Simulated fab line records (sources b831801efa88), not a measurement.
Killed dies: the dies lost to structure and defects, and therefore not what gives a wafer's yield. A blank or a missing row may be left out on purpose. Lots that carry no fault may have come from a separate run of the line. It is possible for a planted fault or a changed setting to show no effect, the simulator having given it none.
Matching of chambers | flow sfq_line | SFQ_TRILAYER_I7_CMP_CMP_184 on cmp-02 has 4 sister chambers
The step polishes SiO2. 16 wafers are shown with their chamber, then 8 later ones without.

== WAFERS, EACH WITH ITS CHAMBER ==
wafer  | chamber | motor_current_A (A) | time_to_endpoint_s (s)
L584.2 | 0       | 9.9                 | 225
L584.3 | 3       | 12.0                | 225
L584.4 | 2       | 9.8                 | 224
L587.1 | 3       | 12.7                | 222
L587.5 | 2       | 9.4                 | 220
L587.6 | 1       | 13.1                | 222
L590.1 | 0       | 10.4                | 212
L590.5 | 3       | 12.5                | 211
L590.6 | 0       | 10.2                | 227
L591.1 | 1       | 12.7                | 216
L591.4 | 0       | 10.5                | 221
L591.5 | 3       | 12.7                | 224
L595.3 | 0       | 10.2                | 229
L595.5 | 0       | 10.3                | 233
L595.6 | 1       | 13.5                | 217
L598.2 | 1       | 12.9                | 221

SIGNATURES (averages over the wafers above)
reading            | chamber 0 | chamber 1 | chamber 2 | chamber 3 | scatter within a chamber
motor_current_A    | 10.250    | 13.050    | 9.600     | 12.475    | 0.285
time_to_endpoint_s | 224.50    | 219.00    | 222.00    | 220.50    | 5.96
Rule: for each reading, subtract the chamber's mean from the wafer's reading, divide by that reading's scatter and square the result; add these up over the readings and take the root, which gives the wafer's distance from the chamber. If the next closest chamber is less than 2 further off than the closest, the wafer can't be placed; otherwise it belongs to the closest. The scatter is the square root of a quotient: the sum, over the shown wafers, of each reading's squared deviation from its chamber's mean, divided by wafers minus chambers.

== WAFERS WITH NO CHAMBER GIVEN ==
wafer  | motor_current_A (A) | time_to_endpoint_s (s)
L598.5 | 12.5                | 225
L598.6 | 10.2                | 235
L606.2 | 13.0                | 217
L606.4 | 9.4                 | 222
L606.5 | 9.5                 | 210
L607.4 | 12.8                | 216
L607.2 | 11.8                | 217
L607.5 | 9.1                 | 212

== WHICH CHAMBER EACH WENT THROUGH ==
wafer  | from the rows above     | in truth
L598.5 | can't be placed: 3 or 1 | 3
L598.6 | can't be placed: 0 or 2 | 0
L606.2 | can't be placed: 1 or 3 | 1
L606.4 | 2                       | 2
L606.5 | can't be placed: 2 or 0 | 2
L607.4 | can't be placed: 1 or 3 | 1
L607.2 | can't be placed: 3 or 1 | 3
L607.5 | 2                       | 2
Placed correctly: 2 of 8. Can't be placed from these rows: 6 (the true chamber is among the candidates in 6). Number placed wrongly: 0.
